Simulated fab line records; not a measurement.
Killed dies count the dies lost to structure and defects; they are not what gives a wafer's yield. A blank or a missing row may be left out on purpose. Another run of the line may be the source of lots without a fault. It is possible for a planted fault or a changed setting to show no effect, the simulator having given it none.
A lot that was struck, set against a sound lot ; flow sfq_line ; 13 steps out of a route of 325
Sound: the wafers L528.3, L528.5, L528.6. Wafers struck: L538.1, L538.4, L538.5. Last of all comes the cause.
For every step that has rows: the tool of each side, followed by ch and its chambers, followed by its first start. Under that, the readings that differ: sound wafers ; struck wafers ; difference of the means ; sigmas: that difference in standard deviations of wafers without a fault.
alike: readings whose means differ by less than 2 such deviations, and words and numbers that are the same on both sides. not compared: withheld readings, readings that some wafer has no value for, bounds like >300 that may hide the same value, and numbers for which the record gives no deviation and whose values overlap.
Wherever a step has rows on one side only, a row that says differs or no value, or a row with sigmas, the two part there. Non-overlapping numbers with no deviation appear without sigmas and do not part them. Lack of a reading on every wafer of one side parts them only where that side has two or more wafers.

SFQ_TRILAYER_I3_VIA_ETCH_VIA_ETCH_088: etches SiO2 in CHF3, stops on Nb, target depth 260 nm.
  sound on rie_diel-03 ch 0,1,2, day 45 18:13; struck on rie_diel-04 ch 1,3, day 49 19:16
  alike: bias_w, chamber_pressure_mTorr, drypump_motor_current_A, oes_product_au
SFQ_TRILAYER_I3_VIA_STRIP_STRIP_089: strips in O2.
  sound on rie_metal-01 ch 0,1, day 45 18:32; struck on rie_metal-02 ch 1, day 49 19:23
reading;sound;struck;difference;sigmas
drypump_motor_current_A (A);5.52 5.51 5.44;6.30 6.29 6.32;+0.81;+3
  alike: chamber_pressure_mTorr, oes_product_au
  not compared: rf_hours_counter_h
then, 2 steps without rows for these wafers: SFQ_TRILAYER_I3_VIA_STRIP_SOLV_CLEAN_090 (cleans in NMP, time 600 s); SFQ_TRILAYER_M4_DEP_PRE_CLEAN_092 (time 22.5 s).
SFQ_TRILAYER_M4_DEP_SPUTTER_091: material Nb, target thk 200 nm, time 133.3 s.
  sound: pvd_sputter-06 at day 45 19:08; struck: pvd_sputter-03 at day 49 20:34
  alike: cathode_dc_power_W, throttle_valve_pct
SFQ_M4_RS_MEAS_924: a four-point-probe measurement.
  sound: film_metro-02 at day 45 19:17; struck: film_metro-02 at day 49 20:40
  alike: M4_NB_RS
then, 5 steps without rows for these wafers: SFQ_TRILAYER_M4_LITHO_COAT_098 (resist thk 62 nm); SFQ_TRILAYER_M4_LITHO_COAT_093 (resist thk 600 nm); SFQ_TRILAYER_M4_LITHO_SOFTBAKE_097; SFQ_TRILAYER_M4_LITHO_EXPOSE_094 (exposes mask M4, target cd 500 nm); SFQ_TRILAYER_M4_LITHO_PEB_096 (peb time 60 s).
-- the record jumps here: 5 days lie between the struck wafers' starts before and after --
SFQ_TRILAYER_M4_LITHO_DEVELOP_095: time 60 s.
  struck on litho_track-03, day 54 15:35; sound on litho_track-04 ch 0, day 45 23:17
  no value came back on the struck wafers for chill_plate_temp_C (C), exhaust_pa (Pa), resist_line_temp_C (C); on the sound wafers chill_plate_temp_C (C) reads 22.97 23.12 22.93
reading;sound;struck;difference;sigmas
model.KrF_of_TRILAYER_M4_LITHO_COAT_093.thk_nm (nm);576.9 575.4 577.5;602.9 603.8 603.1;+26.7;
SFQ_M4_OVL_MEAS_926:
  sound: overlay-02 at day 45 23:24; struck: overlay-02 at day 54 15:44
reading;sound;struck;difference;sigmas
M4_OVL (nm);-2 0 -1;- - -;no value on the struck wafers;

WHERE THEY PART
Earliest at SFQ_TRILAYER_I3_VIA_STRIP_STRIP_089; latest, in this record, at SFQ_M4_OVL_MEAS_926.

WHY: the cause the simulator had injected
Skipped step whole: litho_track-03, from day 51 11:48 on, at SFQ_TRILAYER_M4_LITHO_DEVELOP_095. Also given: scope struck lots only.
